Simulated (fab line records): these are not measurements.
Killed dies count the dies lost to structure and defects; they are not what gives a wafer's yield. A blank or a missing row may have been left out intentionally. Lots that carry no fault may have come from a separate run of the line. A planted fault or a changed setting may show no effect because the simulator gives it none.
A lot that was struck, set against a sound lot + flow gf180mcu + 27 out of 602 route steps
Sound: the wafers L663.2, L663.3, L663.5. Wafers L670.1, L670.3, L670.6 were the ones struck. Last of all comes the cause.
At each step with rows: each side's tool, then ch and its chambers, then its first start. Under that, the readings that differ: sound wafers + struck wafers + difference of the means + sigmas: that difference in standard deviations of wafers without a fault.
alike: readings whose means differ by less than 2 such deviations, and words and numbers that are the same on both sides. not compared: withheld readings, readings that some wafer has no value for, bounds like >300 that may hide the same value, and numbers for which the record gives no deviation and whose values overlap.
Wherever a step has rows on one side only, a row that says differs or no value, or a row with sigmas, the two part there. Numbers that have no deviation but don't overlap get no sigmas and don't part them. A reading that every wafer of one side lacks parts them only if that side has two wafers or more.

first, 2 steps without rows for these wafers: GF_V3_ETCH_16 (etches BARC in N2/H2); GF_V3_ETCH_17 (etches SiO2 in C4F8/O2/Ar, stops on TiN, target depth 635 nm).
GF_V3_STRIP_18: strips in O2/N2.
  sound on plasma asher-03 ch 0, day 26 03:37; struck on plasma asher-02 ch 0,1, day 28 04:46
  alike: drypump motor current A, heater power w, oes product au
  not compared: rf hours counter h
then, 3 steps without rows for these wafers: GF_V3_STRIP_19 (strips in post etch residue remover, time 1200 s); GF_V3_CLEAN_20 (cleans in DIW); GF_V3_SPUTTER_21 (material Ti, target thk 15 nm, time 80.02 s).
GF_V3_SPUTTER_22: material TiN, target thk 10 nm, time 40 s.
  sound on pvd sputter-04, day 26 04:16; struck on pvd sputter-04, day 28 05:24
  alike: cathode dc power W, chamber pressure pa, throttle valve pct
then, 1 step without rows for these wafers: GF_V3_CVD_23 (deposits W, target thk 350 nm, time 104.9 s).
GF_V3_RS_MEAS_24: a four-point-probe measurement.
  sound on film metro-04, day 26 04:26; struck on film metro-01, day 28 05:33
  alike: V3_W_RS
GF_V3_THK_MEAS_25: measures by xrf.
  sound on film metro-04, day 26 04:32; struck on film metro-01, day 28 05:40
| reading       | sound       | struck      | difference | sigmas |
|---------------|-------------|-------------|------------|--------|
| V3_W_THK (nm) | 361 361 363 | 368 373 371 | +9         | +2     |
then, 1 step without rows for these wafers: GF_V3_CMP_26 (polishes, stops on SiO2, t overpolish 15 s, target thk 0 nm).
GF_M4_SPUTTER_00: material Ti, target thk 37.5 nm, time 150 s.
  sound on pvd sputter-03, day 26 04:53; struck on pvd sputter-02, day 28 06:15
  alike: cathode dc power W, chamber pressure pa, throttle valve pct
GF_M4_SPUTTER_01: material TiN, target thk 30 nm, time 25 s.
  sound on pvd sputter-03, day 26 04:59; struck on pvd sputter-02, day 28 06:21
  no value came back on the struck wafers for cathode dc power W (W), chamber pressure pa (Pa), throttle valve pct (%); on the sound wafers cathode dc power W (W) reads 6498.8 6501.3 6498.8
then, 1 step without rows for these wafers: GF_M4_SPUTTER_02 (material AlCu, target thk 450 nm, time 23.9 s).
GF_M4_SPUTTER_03: material Ti, target thk 10 nm, time 6.7 s.
  sound on pvd sputter-03, day 26 05:03; struck on pvd sputter-02, day 28 06:25
  alike: cathode dc power W, chamber pressure pa, throttle valve pct
then, 8 steps without rows for these wafers: GF_M4_SPUTTER_04 (material TiN, target thk 50 nm, time 41.7 s); GF_M4_DEHYDRATE_07 (time 60 s); GF_M4_HMDS_08 (prime time 60 s); GF_M4_COAT_09 (resist thk 1000 nm); GF_M4_SOFTBAKE_10 (time 60 s); GF_M4_EXPOSE_11 (exposes mask Metal4, target cd 280 nm); GF_M4_PEB_12 (peb time 90 s); GF_M4_DEVELOP_13 (develop time 60 s).
GF_M4_CD_MEAS_14: target cd 280 nm.
  sound on cd sem-01, day 27 02:22; struck on cd sem-01, day 29 01:47
  alike: cd nm
GF_M4_OVL_MEAS_15:
  sound on overlay-01, day 27 02:28; struck on overlay-02, day 29 01:55
  alike: M4_OVL
GF_M4_METAL_ETCH_16: etches the open film in Cl2/BCl3, stops on SiO2, target depth 627.5 nm, time 104.6 s.
  sound on rie metal-03 ch 0,1, day 27 02:29; struck on rie metal-03 ch 0,1, day 29 01:56
| reading                | sound                | struck               | difference | sigmas |
|------------------------|----------------------|----------------------|------------|--------|
| oes product au (a.u.)  | 0.977 0.981 0.965    | 0.945 0.946 0.941    | -0.030     | -5     |
| throttle valve pct (%) | 28.261 28.255 28.263 | 28.288 28.296 28.283 | +0.029     | +3     |
  alike: drypump motor current A, he backside leak sccm
  not compared: rf hours counter h
GF_M4_STRIP_17: strips in O2/N2.
  sound on plasma asher-04 ch 0,1, day 27 02:37; struck on plasma asher-01 ch 0,1, day 29 02:04
  alike: drypump motor current A, heater power w, oes product au, strip time to endpoint s
  not compared: rf hours counter h

== WHERE THEY PART ==
Earliest at GF_V3_THK_MEAS_25; latest, in this record, at GF_M4_METAL_ETCH_16. Later steps at which nothing parts them and some readings are alike: GF_M4_STRIP_17.

WHY: what had been put in by the simulator
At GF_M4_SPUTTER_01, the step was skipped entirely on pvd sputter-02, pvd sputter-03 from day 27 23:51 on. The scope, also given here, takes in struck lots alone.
